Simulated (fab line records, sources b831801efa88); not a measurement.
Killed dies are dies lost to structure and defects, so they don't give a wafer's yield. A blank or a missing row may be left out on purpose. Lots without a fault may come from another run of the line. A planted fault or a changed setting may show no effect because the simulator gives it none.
Which tool did it? | flow sky130 | 13 lots, 39 wafers sampled, at 5 steps of a route of 708

WHAT THE GAUGES READ, wafer by wafer
SKY_VT_ADJUST_HVTP_TW_MEAS_11. Usual: VT_ADJUST_HVTP_TW 1358, standard deviation 6.5.
lot  | measured     | on            | VT_ADJUST_HVTP_TW | flag
L273 | day 6 07:21  | film_metro-01 | 1358 1352 1345    |
L272 | day 6 07:40  | film_metro-02 | 1358 1355 1363    |
L274 | day 6 10:52  | film_metro-02 | 1362 1358 1365    |
L275 | day 6 19:06  | film_metro-02 | 1382 1385 1380    | OFF
L278 | day 7 20:01  | film_metro-04 | 1380 1377 1377    | OFF
L279 | day 8 00:04  | film_metro-01 | 1393 1388 1391    | OFF
L285 | day 9 17:32  | film_metro-04 | 1356 1358 1351    |
L286 | day 9 17:50  | film_metro-04 | 1354 1353 1357    |
L288 | day 10 15:19 | film_metro-01 | 1356 1359 1364    |
L290 | day 10 22:34 | film_metro-04 | 1367 1362 1363    |
L291 | day 11 07:39 | film_metro-01 | 1354 1358 1349    |
L294 | day 11 21:01 | film_metro-04 | 1355 1357 1356    |
L295 | day 12 16:57 | film_metro-01 | 1360 1368 1362    |

SKY_VT_ADJUST_LVTN_TW_MEAS_21. Usual: VT_ADJUST_LVTN_2_TW 188.7, standard deviation 1.2.
lot  | measured     | on            | VT_ADJUST_LVTN_2_TW | flag
L273 | day 7 21:08  | film_metro-04 | 188.6 187.1 187.8   |
L272 | day 7 21:17  | film_metro-03 | 190.1 189.5 191.0   |
L274 | day 8 02:32  | film_metro-01 | 189.0 189.2 188.8   |
L275 | day 8 12:12  | film_metro-03 | 190.3 189.5 190.1   |
L278 | day 9 13:20  | film_metro-04 | 187.3 186.2 187.2   |
L279 | day 9 17:50  | film_metro-01 | 189.4 189.5 189.6   |
L285 | day 11 15:02 | film_metro-04 | 188.4 188.5 188.2   |
L286 | day 11 15:21 | film_metro-01 | 187.7 186.9 187.2   |
L288 | day 12 14:45 | film_metro-01 | 189.1 189.2 189.2   |
L290 | day 12 23:00 | film_metro-04 | 187.2 187.9 188.9   |
L291 | day 13 08:17 | film_metro-01 | 189.4 189.8 189.7   |
L294 | day 13 23:20 | film_metro-03 | 190.2 190.1 190.4   |
L295 | day 14 20:47 | film_metro-01 | 189.0 189.6 189.3   |

WHICH TOOL RAN EACH LOT (tool, then ch and the chambers of the sampled wafers, then the start)
lot  | SKY_FIELD_ISO_ETCH_14             | SKY_NWELL_STRIP_25                   | SKY_VT_ADJUST_HVTP_IMPLANT_09
L273 | rie_diel-04 ch 0,1,3, day 2 10:29 | plasma_asher-03 ch 1, day 5 12:23    | implanter-02 ch 0, day 6 07:06
L272 | rie_diel-01 ch 0,2,3, day 2 10:37 | plasma_asher-04 ch 0,1, day 5 12:26  | implanter-04 ch 0, day 6 07:24
L274 | rie_diel-01 ch 2,3, day 2 14:44   | plasma_asher-03 ch 0,1, day 5 16:08  | implanter-02 ch 0, day 6 10:35
L275 | rie_diel-02 ch 0,1,2, day 2 19:44 | plasma_asher-04 ch 0,1, day 6 00:32  | implanter-02 ch 0, day 6 18:51
L278 | rie_diel-01 ch 0,2,3, day 3 13:11 | plasma_asher-04 ch 0,1, day 6 23:11  | implanter-02 ch 0, day 7 19:47
L279 | rie_diel-01 ch 0,2, day 3 19:55   | plasma_asher-04 ch 0, day 7 03:06    | implanter-02 ch 0, day 7 23:49
L285 | rie_diel-01 ch 0,1,3, day 5 03:46 | plasma_asher-03 ch 0,1, day 8 20:02  | implanter-01 ch 0, day 9 17:17
L286 | rie_diel-01 ch 0,2,3, day 5 06:08 | plasma_asher-01 ch 0,1, day 8 20:25  | implanter-04 ch 0, day 9 17:37
L288 | rie_diel-04 ch 0,2,3, day 5 19:58 | plasma_asher-03 ch 0,1, day 9 15:43  | implanter-01 ch 0, day 10 15:05
L290 | rie_diel-01 ch 0,2, day 6 06:37   | plasma_asher-04 ch 0,1, day 9 23:23  | implanter-01 ch 0, day 10 22:20
L291 | rie_diel-02 ch 0,1,2, day 6 10:50 | plasma_asher-03 ch 0,1, day 10 07:51 | implanter-02 ch 0, day 11 07:24
L294 | rie_diel-01 ch 0,1,3, day 6 23:44 | plasma_asher-03 ch 0,1, day 10 20:05 | implanter-04 ch 0, day 11 20:46
L295 | rie_diel-02 ch 1,2,3, day 7 14:32 | plasma_asher-03 ch 0,1, day 11 15:53 | implanter-04 ch 0, day 12 16:42
- SKY_FIELD_ISO_ETCH_14: etches BARC in N2/H2, stops on SiO2, time 45.9 s, target depth 60 nm.
- SKY_NWELL_STRIP_25: strips in O2/N2.
- SKY_VT_ADJUST_HVTP_IMPLANT_09

WHAT THE TOOLS THEMSELVES READ (means of the sampled wafers that have a number; where no wafer has one, the mark that the record gives instead)
SKY_FIELD_ISO_ETCH_14. Usual: drypump_motor_current_A 5.7 A, standard deviation 0.31; oes_product_au 0.855 a.u., standard deviation 0.0043; throttle_valve_pct 13.224 %, standard deviation 0.0084.
lot  | tool        | drypump_motor_current_A (A) | oes_product_au (a.u.) | throttle_valve_pct (%) | flag
L273 | rie_diel-04 | 5.8                         | 0.858                 | 13.229                 |
L272 | rie_diel-01 | 5.6                         | 0.853                 | 13.231                 |
L274 | rie_diel-01 | 5.8                         | 0.857                 | 13.220                 |
L275 | rie_diel-02 | 5.5                         | 0.852                 | 13.214                 |
L278 | rie_diel-01 | 5.6                         | 0.854                 | 13.225                 |
L279 | rie_diel-01 | 5.6                         | 0.856                 | 13.230                 |
L285 | rie_diel-01 | 5.6                         | 0.853                 | 13.220                 |
L286 | rie_diel-01 | 5.6                         | 0.856                 | 13.223                 |
L288 | rie_diel-04 | 5.9                         | 0.855                 | 13.230                 |
L290 | rie_diel-01 | 5.8                         | 0.853                 | 13.225                 |
L291 | rie_diel-02 | 5.5                         | 0.855                 | 13.219                 |
L294 | rie_diel-01 | 5.6                         | 0.856                 | 13.219                 |
L295 | rie_diel-02 | 5.4                         | 0.853                 | 13.223                 |

SKY_NWELL_STRIP_25. Usual: drypump_motor_current_A 5.9 A, standard deviation 0.41; oes_product_au 0.723 a.u., standard deviation 0.0046; strip_time_to_endpoint_s 36.91 s, standard deviation 0.099.
lot  | tool            | drypump_motor_current_A (A) | oes_product_au (a.u.) | strip_time_to_endpoint_s (s) | flag
L273 | plasma_asher-03 | 6.1                         | 0.724                 | 37.10                        |
L272 | plasma_asher-04 | 6.0                         | 0.723                 | 36.83                        |
L274 | plasma_asher-03 | 6.0                         | 0.723                 | 36.89                        |
L275 | plasma_asher-04 | 6.0                         | 0.719                 | 37.02                        |
L278 | plasma_asher-04 | 5.7                         | 0.719                 | 36.96                        |
L279 | plasma_asher-04 | 5.4                         | 0.723                 | 36.88                        |
L285 | plasma_asher-03 | 5.7                         | 0.724                 | 36.82                        |
L286 | plasma_asher-01 | 6.4                         | 0.724                 | 36.80                        |
L288 | plasma_asher-03 | 5.9                         | 0.726                 | 37.01                        |
L290 | plasma_asher-04 | 5.7                         | 0.725                 | 36.95                        |
L291 | plasma_asher-03 | 5.7                         | 0.720                 | 36.84                        |
L294 | plasma_asher-03 | 5.7                         | 0.724                 | 36.90                        |
L295 | plasma_asher-03 | 5.9                         | 0.722                 | 36.83                        |

SKY_VT_ADJUST_HVTP_IMPLANT_09. Usual: beam_energy_keV 150.01, standard deviation 0.052; end_station_pressure_torr 5.07e-06 Torr, standard deviation 2.6e-07.
lot  | tool         | beam_energy_keV | end_station_pressure_torr (Torr) | flag
L273 | implanter-02 | 150.04          | 5.11e-06                         |
L272 | implanter-04 | 150.03          | 5.26e-06                         |
L274 | implanter-02 | 149.96          | 5.17e-06                         |
L275 | implanter-02 | 158.99          | 5.27e-06                         | OFF
L278 | implanter-02 | 159.03          | 5.09e-06                         | OFF
L279 | implanter-02 | 159.08          | 4.90e-06                         | OFF
L285 | implanter-01 | 149.99          | 4.96e-06                         |
L286 | implanter-04 | 150.03          | 5.07e-06                         |
L288 | implanter-01 | 150.03          | 4.95e-06                         |
L290 | implanter-01 | 149.96          | 5.16e-06                         |
L291 | implanter-02 | 150.07          | 4.82e-06                         |
L294 | implanter-04 | 150.00          | 4.98e-06                         |
L295 | implanter-04 | 149.98          | 5.20e-06                         |

THE ANSWER, worked out from the rows above alone
Rule: a lot is off if the mean of its wafers that have a number lies more than 3 standard deviations from the usual mean. A lot without any number at a reading at which 4 lots or more have one is off too. The other lots that the step has rows for count as sound. The gauges are gone through in route order, then the tools' own readings, and for those a lot's mean is taken as printed above. The first step at which some lot is off is used, and at that step the reading that is off furthest; a lot without a number counts as furthest.
Off: L275, L278, L279, at SKY_VT_ADJUST_HVTP_TW_MEAS_11 (VT_ADJUST_HVTP_TW).
A tool fits if, at a process step before that reading, it ran every lot that is off, and no sound lot after the first of them. The gauges at SKY_VT_ADJUST_HVTP_TW_MEAS_11 aren't tried: what is off there is off at SKY_VT_ADJUST_HVTP_IMPLANT_09 too, on other tools, and a gauge's error can't cause that. None of those tried fits.

WHAT THE SIMULATOR HAD PUT IN
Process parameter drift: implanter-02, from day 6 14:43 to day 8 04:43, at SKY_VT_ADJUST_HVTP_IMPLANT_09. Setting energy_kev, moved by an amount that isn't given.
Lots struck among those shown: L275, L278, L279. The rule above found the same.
